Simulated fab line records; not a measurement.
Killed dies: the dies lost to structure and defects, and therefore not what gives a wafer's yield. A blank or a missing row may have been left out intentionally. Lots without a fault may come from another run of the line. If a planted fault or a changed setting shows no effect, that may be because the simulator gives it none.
A struck lot beside a sound one ; flow gf180mcu ; 15 out of 602 route steps
Sound: the wafers L960.1, L960.2, L960.6. The struck wafers were L980.1, L980.3, L980.6. Last of all comes the cause.
Per side, at each step with rows, come the tool, then ch with its chambers, and then its first start. Under that, the readings that differ: sound wafers ; struck wafers ; difference of the means ; sigmas: that difference in standard deviations of wafers without a fault.
alike: readings with means less than 2 such deviations apart, plus words and numbers identical on both sides. not compared: withheld readings, readings lacking a value on some wafer, bounds such as >300 that could conceal the same value, and numbers that have no deviation in the record and whose values overlap.
Wherever a step has rows on one side only, a row that says differs or no value, or a row with sigmas, the two part there. Numbers that have no deviation but don't overlap get no sigmas and don't part them. A reading that every wafer of one side lacks parts them only if that side has two wafers or more.

GF_V2_CD_MEAS_14: target cd 260 nm.
  sound on cd_sem-02, day 20 15:29; struck on cd_sem-01, day 26 23:02
  alike: cd_nm
GF_V2_OVL_MEAS_15:
  sound on overlay-02, day 20 15:36; struck on overlay-02, day 26 23:09
  alike: V2_OVL
GF_V2_ETCH_16: etches BARC in N2/H2.
  sound on rie_diel-04 ch 0,1,3, day 20 15:38; struck on rie_diel-03 ch 0,1, day 26 23:11
  alike: drypump_motor_current_A, n2_flow_sccm, oes_product_au, rf_fwd_power_W, throttle_valve_pct
then, 1 step without rows for these wafers: GF_V2_ETCH_17 (etches SiO2 in C4F8/O2/Ar, stops on TiN, target depth 630 nm).
GF_V2_STRIP_18: strips in O2/N2.
  sound on plasma_asher-02 ch 0,1, day 20 15:46; struck on plasma_asher-03 ch 0,1, day 26 23:19
  alike: drypump_motor_current_A, heater_power_w, n2_flow_sccm, oes_product_au
  not compared: rf_hours_counter_h
then, 2 steps without rows for these wafers: GF_V2_STRIP_19 (strips in post etch residue remover, time 1200 s); GF_V2_CLEAN_20 (cleans in DIW).
GF_V2_SPUTTER_21: material Ti, target thk 15 nm, time 80.02 s.
  sound on pvd_sputter-04, day 20 16:20; struck on pvd_sputter-01, day 26 23:55
  alike: chamber_pressure_pa, throttle_valve_pct
GF_V2_SPUTTER_22: material TiN, target thk 10 nm, time 40 s.
  sound on pvd_sputter-04, day 20 16:24; struck on pvd_sputter-01, day 26 23:59
reading;sound;struck;difference;sigmas
chamber_pressure_pa (Pa);5.019 5.012 5.008;4.996 4.982 4.995;-0.022;-3
  alike: throttle_valve_pct
then, 1 step without rows for these wafers: GF_V2_CVD_23 (deposits W, target thk 350 nm, time 104.94 s).
GF_V2_RS_MEAS_24: uses a four-point probe to measure.
  sound on film_metro-04, day 20 16:33; struck on film_metro-01, day 27 00:08
  alike: V2_W_RS
GF_V2_THK_MEAS_25: measures by xrf.
  sound on film_metro-04, day 20 16:40; struck on film_metro-01, day 27 00:15
  alike: V2_W_THK
GF_V2_CMP_26: polishes, stops on SiO2, t overpolish 15 s, target thk 0 nm.
  sound on cmp-02 ch 0,3, day 20 16:44; struck on cmp-02 ch 0,1,3, day 27 00:25
reading;sound;struck;difference;sigmas
overpolish_run_s (s);15.006 15.011 15.004;15.961 15.972 15.953;+0.955;+99 or more
t_overpolish_s (s);15 15 15;15.955 15.955 15.955;+0.955;
  alike: motor_current_A, retaining_ring_pressure_frac, slurry_filter_dp_kPa, time_to_endpoint_s
GF_M3_SPUTTER_00: material Ti, target thk 37.5 nm, time 150 s.
  sound on pvd_sputter-04, day 20 17:02; struck on pvd_sputter-04, day 27 00:37
  alike: chamber_pressure_pa, throttle_valve_pct
GF_PASSIVATION_PROBE_99:
  the record holds rows for the sound wafers here (prober-02, day 29 07:32) but none for the struck ones

== WHERE THEY PART ==
At GF_V2_SPUTTER_22 first; at GF_PASSIVATION_PROBE_99 last (within this record only).

WHY: the cause the simulator had injected
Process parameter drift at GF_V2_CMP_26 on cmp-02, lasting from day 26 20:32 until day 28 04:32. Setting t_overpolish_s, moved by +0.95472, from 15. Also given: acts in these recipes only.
